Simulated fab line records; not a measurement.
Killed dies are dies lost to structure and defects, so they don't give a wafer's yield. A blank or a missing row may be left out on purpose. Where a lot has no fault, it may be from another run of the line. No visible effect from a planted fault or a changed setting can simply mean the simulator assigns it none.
The tool behind it: which one? / flow sky130 / Sampling: 24 lots, 72 wafers, 6 of 708 route steps

== WHAT EACH GAUGE READ, for each wafer ==
SKY_METAL4_CD_MEAS_13: target cd 300 nm.
lot=L074; measured=day 41 15:52; on=cd-sem-02; cd-nm (nm)=298.5 299.6 298.9
lot=L075; measured=day 41 19:04; on=cd-sem-02; cd-nm (nm)=302.1 301.3 301.6
lot=L076; measured=day 42 03:20; on=cd-sem-02; cd-nm (nm)=300.0 300.1 302.1
lot=L077; measured=day 42 10:34; on=cd-sem-01; cd-nm (nm)=300.4 299.2 297.9
lot=L078; measured=day 42 18:32; on=cd-sem-02; cd-nm (nm)=300.6 299.6 300.4
lot=L079; measured=day 43 04:43; on=cd-sem-02; cd-nm (nm)=300.5 299.8 300.9
lot=L080; measured=day 43 08:50; on=cd-sem-01; cd-nm (nm)=298.0 299.5 298.9
lot=L081; measured=day 43 19:32; on=cd-sem-01; cd-nm (nm)=299.2 299.8 298.1
lot=L082; measured=day 44 06:10; on=cd-sem-01; cd-nm (nm)=298.6 298.2 299.1
lot=L083; measured=day 44 11:42; on=cd-sem-01; cd-nm (nm)=299.2 300.8 298.5
lot=L084; measured=day 44 14:52; on=cd-sem-02; cd-nm (nm)=301.9 301.1 300.2
lot=L085; measured=day 44 17:35; on=cd-sem-02; cd-nm (nm)=301.9 300.8 301.4
lot=L086; measured=day 45 04:53; on=cd-sem-02; cd-nm (nm)=300.6 300.0 301.5
lot=L087; measured=day 45 11:52; on=cd-sem-02; cd-nm (nm)=300.2 302.5 300.8
lot=L088; measured=day 45 14:38; on=cd-sem-01; cd-nm (nm)=300.4 299.9 300.3
lot=L089; measured=day 45 22:44; on=cd-sem-01; cd-nm (nm)=298.3 296.8 297.3
lot=L090; measured=day 46 03:43; on=cd-sem-02; cd-nm (nm)=300.3 299.7 299.1
lot=L091; measured=day 46 10:28; on=cd-sem-02; cd-nm (nm)=300.4 299.9 299.5
lot=L092; measured=day 46 12:47; on=cd-sem-02; cd-nm (nm)=295.6 297.1 297.0
lot=L094; measured=day 47 05:13; on=cd-sem-01; cd-nm (nm)=300.4 301.4 301.3
lot=L093; measured=day 47 05:50; on=cd-sem-02; cd-nm (nm)=298.8 298.5 299.3
lot=L095; measured=day 47 07:17; on=cd-sem-01; cd-nm (nm)=301.3 298.6 300.3
lot=L096; measured=day 47 12:33; on=cd-sem-01; cd-nm (nm)=299.4 300.4 300.9
lot=L097; measured=day 47 16:29; on=cd-sem-02; cd-nm (nm)=301.1 302.3 299.9

SKY_PASSIVATION_THK_MEAS_01.
lot=L074; measured=day 43 17:49; on=film-metro-03; PASSIVATION_CVD_00_THK (nm)=90.4 91.3 91.7
lot=L075; measured=day 43 21:10; on=film-metro-02; PASSIVATION_CVD_00_THK (nm)=88.2 90.0 90.1
lot=L076; measured=day 44 04:46; on=film-metro-02; PASSIVATION_CVD_00_THK (nm)=89.4 89.8 91.5
lot=L077; measured=day 44 11:50; on=film-metro-01; PASSIVATION_CVD_00_THK (nm)=89.6 89.9 91.2
lot=L078; measured=day 44 18:42; on=film-metro-03; PASSIVATION_CVD_00_THK (nm)=90.5 91.2 92.8
lot=L079; measured=day 45 05:21; on=film-metro-01; PASSIVATION_CVD_00_THK (nm)=88.3 90.9 89.2
lot=L080; measured=day 45 08:36; on=film-metro-01; PASSIVATION_CVD_00_THK (nm)=88.8 89.4 89.8
lot=L081; measured=day 45 19:07; on=film-metro-01; PASSIVATION_CVD_00_THK (nm)=89.8 89.3 90.8
lot=L082; measured=day 46 05:40; on=film-metro-02; PASSIVATION_CVD_00_THK (nm)=88.2 89.7 90.3
lot=L083; measured=day 46 09:02; on=film-metro-02; PASSIVATION_CVD_00_THK (nm)=90.6 91.0 92.6
lot=L084; measured=day 46 13:34; on=film-metro-03; PASSIVATION_CVD_00_THK (nm)=89.3 90.0 91.2
lot=L085; measured=day 46 14:41; on=film-metro-03; PASSIVATION_CVD_00_THK (nm)=90.0 91.7 90.6
lot=L086; measured=day 47 03:34; on=film-metro-02; PASSIVATION_CVD_00_THK (nm)=88.6 89.6 89.7
lot=L087; measured=day 47 07:35; on=film-metro-01; PASSIVATION_CVD_00_THK (nm)=91.1 90.6 89.9
lot=L088; measured=day 47 11:37; on=film-metro-01; PASSIVATION_CVD_00_THK (nm)=88.2 91.8 89.6
lot=L089; measured=day 47 18:25; on=film-metro-03; PASSIVATION_CVD_00_THK (nm)=87.1 87.1 90.7
lot=L090; measured=day 47 23:51; on=film-metro-02; PASSIVATION_CVD_00_THK (nm)=87.8 89.1 91.2
lot=L091; measured=day 48 05:17; on=film-metro-02; PASSIVATION_CVD_00_THK (nm)=87.5 86.2 89.8
lot=L092; measured=day 48 07:55; on=film-metro-02; PASSIVATION_CVD_00_THK (nm)=90.4 90.2 90.8
lot=L094; measured=day 48 23:22; on=film-metro-02; PASSIVATION_CVD_00_THK (nm)=90.5 91.9 91.2
lot=L093; measured=day 49 00:19; on=film-metro-03; PASSIVATION_CVD_00_THK (nm)=90.7 90.4 89.5
lot=L095; measured=day 49 00:39; on=film-metro-03; PASSIVATION_CVD_00_THK (nm)=88.9 90.2 91.1
lot=L096; measured=day 49 05:52; on=film-metro-02; PASSIVATION_CVD_00_THK (nm)=90.4 91.9 91.0
lot=L097; measured=day 49 08:59; on=film-metro-01; PASSIVATION_CVD_00_THK (nm)=88.2 89.8 91.3

== WHICH TOOL RAN EACH LOT (tool, then ch and the chambers of the sampled wafers, then the start) ==
lot=L074; SKY_VIA2_CMP_02=cmp-02 ch 0,1,3, day 35 02:37; SKY_METAL3_ETCH_17=rie-diel-04 ch 0,2,3, day 38 10:55; SKY_METAL4_STRIP_19=plasma-asher-02 ch 0,1, day 41 16:32; SKY_METAL5_DESCUM_14=rie-metal-03 ch 0,1, day 43 16:56
lot=L075; SKY_VIA2_CMP_02=cmp-02 ch 0,3, day 35 06:49; SKY_METAL3_ETCH_17=rie-diel-04 ch 0,2,3, day 38 14:53; SKY_METAL4_STRIP_19=plasma-asher-04 ch 0,1, day 41 19:31; SKY_METAL5_DESCUM_14=rie-metal-03 ch 0,1, day 43 20:16
lot=L076; SKY_VIA2_CMP_02=cmp-02 ch 1,2,3, day 35 15:37; SKY_METAL3_ETCH_17=rie-diel-01 ch 0,1,2, day 38 23:50; SKY_METAL4_STRIP_19=plasma-asher-04 ch 0,1, day 42 03:49; SKY_METAL5_DESCUM_14=rie-metal-01 ch 0,1, day 44 03:53
lot=L077; SKY_VIA2_CMP_02=cmp-01 ch 1,2,3, day 35 23:01; SKY_METAL3_ETCH_17=rie-diel-02 ch 0,1,2, day 39 06:07; SKY_METAL4_STRIP_19=plasma-asher-01 ch 0,1, day 42 11:02; SKY_METAL5_DESCUM_14=rie-metal-03 ch 0,1, day 44 10:56
lot=L078; SKY_VIA2_CMP_02=cmp-01 ch 0,1, day 36 08:42; SKY_METAL3_ETCH_17=rie-diel-01 ch 1,2,3, day 39 15:43; SKY_METAL4_STRIP_19=plasma-asher-02 ch 0,1, day 42 19:01; SKY_METAL5_DESCUM_14=rie-metal-03 ch 0,1, day 44 17:46
lot=L079; SKY_VIA2_CMP_02=cmp-01 ch 1,2,3, day 36 20:08; SKY_METAL3_ETCH_17=rie-diel-04 ch 0,2,3, day 40 02:44; SKY_METAL4_STRIP_19=plasma-asher-01 ch 0,1, day 43 05:10; SKY_METAL5_DESCUM_14=rie-metal-04 ch 0,1, day 45 04:26
lot=L080; SKY_VIA2_CMP_02=cmp-01 ch 1,2, day 36 21:29; SKY_METAL3_ETCH_17=rie-diel-01 ch 2,3, day 40 05:03; SKY_METAL4_STRIP_19=plasma-asher-04 ch 0,1, day 43 09:19; SKY_METAL5_DESCUM_14=rie-metal-03 ch 0,1, day 45 07:37
lot=L081; SKY_VIA2_CMP_02=cmp-01 ch 0,2,3, day 37 10:41; SKY_METAL3_ETCH_17=rie-diel-01 ch 0,1, day 40 16:12; SKY_METAL4_STRIP_19=plasma-asher-01 ch 0,1, day 43 20:02; SKY_METAL5_DESCUM_14=rie-metal-03 ch 0,1, day 45 18:14
lot=L082; SKY_VIA2_CMP_02=cmp-02 ch 0,2, day 38 01:10; SKY_METAL3_ETCH_17=rie-diel-01 ch 0,1,3, day 41 06:14; SKY_METAL4_STRIP_19=plasma-asher-01 ch 0,1, day 44 06:37; SKY_METAL5_DESCUM_14=rie-metal-04 ch 0,1, day 46 04:46
lot=L083; SKY_VIA2_CMP_02=cmp-01 ch 0,2, day 38 04:38; SKY_METAL3_ETCH_17=rie-diel-02 ch 0,2, day 41 10:28; SKY_METAL4_STRIP_19=plasma-asher-04 ch 0,1, day 44 12:10; SKY_METAL5_DESCUM_14=rie-metal-03 ch 0,1, day 46 08:08
lot=L084; SKY_VIA2_CMP_02=cmp-02 ch 0,1,2, day 38 12:04; SKY_METAL3_ETCH_17=rie-diel-04 ch 0,1,2, day 41 15:46; SKY_METAL4_STRIP_19=plasma-asher-04 ch 0,1, day 44 15:19; SKY_METAL5_DESCUM_14=rie-metal-03 ch 1, day 46 12:40
lot=L085; SKY_VIA2_CMP_02=cmp-02 ch 1,2, day 38 14:55; SKY_METAL3_ETCH_17=rie-diel-04 ch 0,1, day 41 18:05; SKY_METAL4_STRIP_19=plasma-asher-01 ch 0,1, day 44 18:04; SKY_METAL5_DESCUM_14=rie-metal-03 ch 0, day 46 13:47
lot=L086; SKY_VIA2_CMP_02=cmp-01 ch 0,1,3, day 39 02:53; SKY_METAL3_ETCH_17=rie-diel-02 ch 0,1,2, day 42 05:35; SKY_METAL4_STRIP_19=plasma-asher-04 ch 0,1, day 45 05:25; SKY_METAL5_DESCUM_14=rie-metal-04 ch 0,1, day 47 02:41
lot=L087; SKY_VIA2_CMP_02=cmp-02 ch 1,2,3, day 39 09:40; SKY_METAL3_ETCH_17=rie-diel-01 ch 0,2, day 42 12:35; SKY_METAL4_STRIP_19=plasma-asher-02 ch 0,1, day 45 12:20; SKY_METAL5_DESCUM_14=rie-metal-01 ch 0,1, day 47 06:39
lot=L088; SKY_VIA2_CMP_02=cmp-01 ch 1,2, day 39 11:57; SKY_METAL3_ETCH_17=rie-diel-04 ch 0,1,3, day 42 15:57; SKY_METAL4_STRIP_19=plasma-asher-04 ch 0,1, day 45 15:07; SKY_METAL5_DESCUM_14=rie-metal-04 ch 0,1, day 47 10:43
lot=L089; SKY_VIA2_CMP_02=cmp-01 ch 1,2,3, day 40 00:53; SKY_METAL3_ETCH_17=rie-diel-04 ch 0,1,2, day 43 03:24; SKY_METAL4_STRIP_19=plasma-asher-01 ch 0,1, day 45 23:14; SKY_METAL5_DESCUM_14=rie-metal-03 ch 0,1, day 47 17:32
lot=L090; SKY_VIA2_CMP_02=cmp-02 ch 1,2, day 40 05:32; SKY_METAL3_ETCH_17=rie-diel-04 ch 1,2, day 43 06:12; SKY_METAL4_STRIP_19=plasma-asher-02 ch 0,1, day 46 04:11; SKY_METAL5_DESCUM_14=rie-metal-03 ch 0,1, day 47 22:56
lot=L091; SKY_VIA2_CMP_02=cmp-01 ch 1,2,3, day 40 12:49; SKY_METAL3_ETCH_17=rie-diel-01 ch 0,1, day 43 13:56; SKY_METAL4_STRIP_19=plasma-asher-02 ch 0,1, day 46 10:56; SKY_METAL5_DESCUM_14=rie-metal-03 ch 0,1, day 48 04:23
lot=L092; SKY_VIA2_CMP_02=cmp-02 ch 0,2,3, day 40 16:14; SKY_METAL3_ETCH_17=rie-diel-04 ch 0,2,3, day 43 16:20; SKY_METAL4_STRIP_19=plasma-asher-04 ch 0,1, day 46 13:17; SKY_METAL5_DESCUM_14=rie-metal-03 ch 0,1, day 48 06:37
lot=L094; SKY_VIA2_CMP_02=cmp-01 ch 0,1,3, day 41 10:08; SKY_METAL3_ETCH_17=rie-diel-04 ch 0,1, day 44 10:35; SKY_METAL4_STRIP_19=plasma-asher-01 ch 0,1, day 47 05:41; SKY_METAL5_DESCUM_14=rie-metal-01 ch 0,1, day 48 22:26
lot=L093; SKY_VIA2_CMP_02=cmp-01 ch 0,1,2, day 41 12:16; SKY_METAL3_ETCH_17=rie-diel-01 ch 1,2,3, day 44 11:57; SKY_METAL4_STRIP_19=plasma-asher-02 ch 0,1, day 47 06:17; SKY_METAL5_DESCUM_14=rie-metal-04 ch 0,1, day 48 23:23
lot=L095; SKY_VIA2_CMP_02=cmp-01 ch 1,2,3, day 41 13:23; SKY_METAL3_ETCH_17=rie-diel-04 ch 2,3, day 44 12:44; SKY_METAL4_STRIP_19=plasma-asher-02 ch 0,1, day 47 07:46; SKY_METAL5_DESCUM_14=rie-metal-03 ch 0,1, day 48 23:41
lot=L096; SKY_VIA2_CMP_02=cmp-01 ch 1,2, day 41 19:02; SKY_METAL3_ETCH_17=rie-diel-04 ch 0,1,2, day 44 18:27; SKY_METAL4_STRIP_19=plasma-asher-02 ch 0,1, day 47 13:01; SKY_METAL5_DESCUM_14=rie-metal-03 ch 0,1, day 49 04:56
lot=L097; SKY_VIA2_CMP_02=cmp-01 ch 0,1,3, day 42 00:06; SKY_METAL3_ETCH_17=rie-diel-04 ch 0,1, day 44 23:17; SKY_METAL4_STRIP_19=plasma-asher-02 ch 0,1, day 47 16:58; SKY_METAL5_DESCUM_14=rie-metal-03 ch 0,1, day 49 08:03
- SKY_VIA2_CMP_02: polishes SiO2.
- SKY_METAL3_ETCH_17: etches SiO2 in C4F8/O2/Ar, stops on TiN, time 3.9 s, target depth 15 nm.
- SKY_METAL4_STRIP_19: strips in O2/N2.
- SKY_METAL5_DESCUM_14: chemistry O2, time 11 s.

== AS READ BY THE TOOLS THEMSELVES (means over the sampled wafers that have a number; for cases with no such wafer, the mark the record gives instead) ==
SKY_VIA2_CMP_02.
lot=L074; tool=cmp-02; motor-current-A (A)=12.2; retaining-ring-pressure-frac=1.002
lot=L075; tool=cmp-02; motor-current-A (A)=12.3; retaining-ring-pressure-frac=1.001
lot=L076; tool=cmp-02; motor-current-A (A)=11.2; retaining-ring-pressure-frac=0.998
lot=L077; tool=cmp-01; motor-current-A (A)=13.2; retaining-ring-pressure-frac=1.002
lot=L078; tool=cmp-01; motor-current-A (A)=12.4; retaining-ring-pressure-frac=0.996
lot=L079; tool=cmp-01; motor-current-A (A)=12.7; retaining-ring-pressure-frac=0.992
lot=L080; tool=cmp-01; motor-current-A (A)=12.7; retaining-ring-pressure-frac=1.003
lot=L081; tool=cmp-01; motor-current-A (A)=12.2; retaining-ring-pressure-frac=0.996
lot=L082; tool=cmp-02; motor-current-A (A)=11.7; retaining-ring-pressure-frac=0.996
lot=L083; tool=cmp-01; motor-current-A (A)=12.5; retaining-ring-pressure-frac=1.000
lot=L084; tool=cmp-02; motor-current-A (A)=11.8; retaining-ring-pressure-frac=1.003
lot=L085; tool=cmp-02; motor-current-A (A)=10.7; retaining-ring-pressure-frac=0.998
lot=L086; tool=cmp-01; motor-current-A (A)=13.1; retaining-ring-pressure-frac=1.000
lot=L087; tool=cmp-02; motor-current-A (A)=11.5; retaining-ring-pressure-frac=1.004
lot=L088; tool=cmp-01; motor-current-A (A)=12.6; retaining-ring-pressure-frac=1.002
lot=L089; tool=cmp-01; motor-current-A (A)=12.7; retaining-ring-pressure-frac=1.008
lot=L090; tool=cmp-02; motor-current-A (A)=11.6; retaining-ring-pressure-frac=1.000
lot=L091; tool=cmp-01; motor-current-A (A)=12.4; retaining-ring-pressure-frac=1.001
lot=L092; tool=cmp-02; motor-current-A (A)=11.5; retaining-ring-pressure-frac=0.998
lot=L094; tool=cmp-01; motor-current-A (A)=12.1; retaining-ring-pressure-frac=0.994
lot=L093; tool=cmp-01; motor-current-A (A)=12.4; retaining-ring-pressure-frac=0.996
lot=L095; tool=cmp-01; motor-current-A (A)=12.6; retaining-ring-pressure-frac=1.003
lot=L096; tool=cmp-01; motor-current-A (A)=12.8; retaining-ring-pressure-frac=1.002
lot=L097; tool=cmp-01; motor-current-A (A)=12.5; retaining-ring-pressure-frac=0.997

SKY_METAL3_ETCH_17.
lot=L074; tool=rie-diel-04; oes-product-au (a.u.)=0.749
lot=L075; tool=rie-diel-04; oes-product-au (a.u.)=0.747
lot=L076; tool=rie-diel-01; oes-product-au (a.u.)=0.741
lot=L077; tool=rie-diel-02; oes-product-au (a.u.)=0.752
lot=L078; tool=rie-diel-01; oes-product-au (a.u.)=0.751
lot=L079; tool=rie-diel-04; oes-product-au (a.u.)=0.750
lot=L080; tool=rie-diel-01; oes-product-au (a.u.)=0.755
lot=L081; tool=rie-diel-01; oes-product-au (a.u.)=0.757
lot=L082; tool=rie-diel-01; oes-product-au (a.u.)=0.752
lot=L083; tool=rie-diel-02; oes-product-au (a.u.)=0.753
lot=L084; tool=rie-diel-04; oes-product-au (a.u.)=0.755
lot=L085; tool=rie-diel-04; oes-product-au (a.u.)=0.754
lot=L086; tool=rie-diel-02; oes-product-au (a.u.)=0.761
lot=L087; tool=rie-diel-01; oes-product-au (a.u.)=0.755
lot=L088; tool=rie-diel-04; oes-product-au (a.u.)=0.766
lot=L089; tool=rie-diel-04; oes-product-au (a.u.)=0.746
lot=L090; tool=rie-diel-04; oes-product-au (a.u.)=0.750
lot=L091; tool=rie-diel-01; oes-product-au (a.u.)=0.750
lot=L092; tool=rie-diel-04; oes-product-au (a.u.)=0.752
lot=L094; tool=rie-diel-04; oes-product-au (a.u.)=0.754
lot=L093; tool=rie-diel-01; oes-product-au (a.u.)=0.750
lot=L095; tool=rie-diel-04; oes-product-au (a.u.)=0.758
lot=L096; tool=rie-diel-04; oes-product-au (a.u.)=0.760
lot=L097; tool=rie-diel-04; oes-product-au (a.u.)=0.748

SKY_METAL4_STRIP_19.
lot=L074; tool=plasma-asher-02; drypump-motor-current-A (A)=5.9; n2-flow-sccm (sccm)=300.3; oes-product-au (a.u.)=0.499; strip-time-to-endpoint-s (s)=6.41
lot=L075; tool=plasma-asher-04; drypump-motor-current-A (A)=6.1; n2-flow-sccm (sccm)=299.9; oes-product-au (a.u.)=0.503; strip-time-to-endpoint-s (s)=6.47
lot=L076; tool=plasma-asher-04; drypump-motor-current-A (A)=6.0; n2-flow-sccm (sccm)=301.2; oes-product-au (a.u.)=0.504; strip-time-to-endpoint-s (s)=6.60
lot=L077; tool=plasma-asher-01; drypump-motor-current-A (A)=5.6; n2-flow-sccm (sccm)=300.6; oes-product-au (a.u.)=0.503; strip-time-to-endpoint-s (s)=6.56
lot=L078; tool=plasma-asher-02; drypump-motor-current-A (A)=5.9; n2-flow-sccm (sccm)=300.5; oes-product-au (a.u.)=0.499; strip-time-to-endpoint-s (s)=6.46
lot=L079; tool=plasma-asher-01; drypump-motor-current-A (A)=5.6; n2-flow-sccm (sccm)=300.3; oes-product-au (a.u.)=0.506; strip-time-to-endpoint-s (s)=6.57
lot=L080; tool=plasma-asher-04; drypump-motor-current-A (A)=6.1; n2-flow-sccm (sccm)=300.2; oes-product-au (a.u.)=0.507; strip-time-to-endpoint-s (s)=6.61
lot=L081; tool=plasma-asher-01; drypump-motor-current-A (A)=5.4; n2-flow-sccm (sccm)=300.9; oes-product-au (a.u.)=0.507; strip-time-to-endpoint-s (s)=6.58
lot=L082; tool=plasma-asher-01; drypump-motor-current-A (A)=5.4; n2-flow-sccm (sccm)=299.8; oes-product-au (a.u.)=0.498; strip-time-to-endpoint-s (s)=6.44
lot=L083; tool=plasma-asher-04; drypump-motor-current-A (A)=6.1; n2-flow-sccm (sccm)=299.6; oes-product-au (a.u.)=0.493; strip-time-to-endpoint-s (s)=6.37
lot=L084; tool=plasma-asher-04; drypump-motor-current-A (A)=6.0; n2-flow-sccm (sccm)=300.2; oes-product-au (a.u.)=0.512; strip-time-to-endpoint-s (s)=6.66
lot=L085; tool=plasma-asher-01; drypump-motor-current-A (A)=5.4; n2-flow-sccm (sccm)=299.6; oes-product-au (a.u.)=0.504; strip-time-to-endpoint-s (s)=6.67
lot=L086; tool=plasma-asher-04; drypump-motor-current-A (A)=6.0; n2-flow-sccm (sccm)=301.3; oes-product-au (a.u.)=0.503; strip-time-to-endpoint-s (s)=6.59
lot=L087; tool=plasma-asher-02; drypump-motor-current-A (A)=5.7; n2-flow-sccm (sccm)=299.1; oes-product-au (a.u.)=0.498; strip-time-to-endpoint-s (s)=6.46
lot=L088; tool=plasma-asher-04; drypump-motor-current-A (A)=6.0; n2-flow-sccm (sccm)=299.7; oes-product-au (a.u.)=0.497; strip-time-to-endpoint-s (s)=6.37
lot=L089; tool=plasma-asher-01; drypump-motor-current-A (A)=5.6; n2-flow-sccm (sccm)=299.7; oes-product-au (a.u.)=0.505; strip-time-to-endpoint-s (s)=6.66
lot=L090; tool=plasma-asher-02; drypump-motor-current-A (A)=5.9; n2-flow-sccm (sccm)=301.0; oes-product-au (a.u.)=0.495; strip-time-to-endpoint-s (s)=6.41
lot=L091; tool=plasma-asher-02; drypump-motor-current-A (A)=5.9; n2-flow-sccm (sccm)=300.5; oes-product-au (a.u.)=0.507; strip-time-to-endpoint-s (s)=6.60
lot=L092; tool=plasma-asher-04; drypump-motor-current-A (A)=6.1; n2-flow-sccm (sccm)=299.2; oes-product-au (a.u.)=0.511; strip-time-to-endpoint-s (s)=6.63
lot=L094; tool=plasma-asher-01; drypump-motor-current-A (A)=5.4; n2-flow-sccm (sccm)=300.4; oes-product-au (a.u.)=0.507; strip-time-to-endpoint-s (s)=6.73
lot=L093; tool=plasma-asher-02; drypump-motor-current-A (A)=6.0; n2-flow-sccm (sccm)=300.3; oes-product-au (a.u.)=0.505; strip-time-to-endpoint-s (s)=6.58
lot=L095; tool=plasma-asher-02; drypump-motor-current-A (A)=5.9; n2-flow-sccm (sccm)=300.0; oes-product-au (a.u.)=0.500; strip-time-to-endpoint-s (s)=6.55
lot=L096; tool=plasma-asher-02; drypump-motor-current-A (A)=6.0; n2-flow-sccm (sccm)=300.5; oes-product-au (a.u.)=0.511; strip-time-to-endpoint-s (s)=6.64
lot=L097; tool=plasma-asher-02; drypump-motor-current-A (A)=5.7; n2-flow-sccm (sccm)=300.5; oes-product-au (a.u.)=0.505; strip-time-to-endpoint-s (s)=6.53

SKY_METAL5_DESCUM_14.
lot=L074; tool=rie-metal-03; drypump-motor-current-A (A)=5.7; oes-product-au (a.u.)=1.010
lot=L075; tool=rie-metal-03; drypump-motor-current-A (A)=5.7; oes-product-au (a.u.)=1.015
lot=L076; tool=rie-metal-01; drypump-motor-current-A (A)=5.4; oes-product-au (a.u.)=1.005
lot=L077; tool=rie-metal-03; drypump-motor-current-A (A)=5.6; oes-product-au (a.u.)=1.017
lot=L078; tool=rie-metal-03; drypump-motor-current-A (A)=5.7; oes-product-au (a.u.)=1.017
lot=L079; tool=rie-metal-04; drypump-motor-current-A (A)=5.9; oes-product-au (a.u.)=0.994
lot=L080; tool=rie-metal-03; drypump-motor-current-A (A)=5.7; oes-product-au (a.u.)=1.014
lot=L081; tool=rie-metal-03; drypump-motor-current-A (A)=5.7; oes-product-au (a.u.)=1.015
lot=L082; tool=rie-metal-04; drypump-motor-current-A (A)=5.5; oes-product-au (a.u.)=0.987
lot=L083; tool=rie-metal-03; drypump-motor-current-A (A)=5.6; oes-product-au (a.u.)=1.011
lot=L084; tool=rie-metal-03; drypump-motor-current-A (A)=5.9; oes-product-au (a.u.)=1.018
lot=L085; tool=rie-metal-03; drypump-motor-current-A (A)=5.4; oes-product-au (a.u.)=1.007
lot=L086; tool=rie-metal-04; drypump-motor-current-A (A)=5.5; oes-product-au (a.u.)=0.987
lot=L087; tool=rie-metal-01; drypump-motor-current-A (A)=5.3; oes-product-au (a.u.)=1.000
lot=L088; tool=rie-metal-04; drypump-motor-current-A (A)=5.9; oes-product-au (a.u.)=0.997
lot=L089; tool=rie-metal-03; drypump-motor-current-A (A)=5.7; oes-product-au (a.u.)=1.013
lot=L090; tool=rie-metal-03; drypump-motor-current-A (A)=5.6; oes-product-au (a.u.)=1.017
lot=L091; tool=rie-metal-03; drypump-motor-current-A (A)=5.7; oes-product-au (a.u.)=1.019
lot=L092; tool=rie-metal-03; drypump-motor-current-A (A)=5.7; oes-product-au (a.u.)=1.014
lot=L094; tool=rie-metal-01; drypump-motor-current-A (A)=5.4; oes-product-au (a.u.)=1.015
lot=L093; tool=rie-metal-04; drypump-motor-current-A (A)=5.5; oes-product-au (a.u.)=0.990
lot=L095; tool=rie-metal-03; drypump-motor-current-A (A)=5.7; oes-product-au (a.u.)=1.014
lot=L096; tool=rie-metal-03; drypump-motor-current-A (A)=5.7; oes-product-au (a.u.)=1.019
lot=L097; tool=rie-metal-03; drypump-motor-current-A (A)=5.6; oes-product-au (a.u.)=1.008

== THE ANSWER, worked out from the rows above alone ==
Rule: what is usual is taken from the lots themselves. Put in order of their means at a reading, lots are off if they are a third of the lots or fewer, leave a main group of 4 or more, and stand apart from it by a gap of 3 or more times the standard deviation of the main group's means; of several such gaps the widest counts. Not used: any main group whose means are identical at the precision the tables above print for the reading. A lot without any number at a reading at which 4 lots or more have one is off too. The other lots that the step has rows for count as sound. After the gauges, taken in route order, come the tools' own readings; for these a lot's mean is taken, as printed above. At the first step where some lot is off, the reading lying furthest off is the one used; lots without a number count as furthest.
No lot is off at any reading shown: from this, nothing can be told.

== WHAT THE SIMULATOR HAD INSERTED ==
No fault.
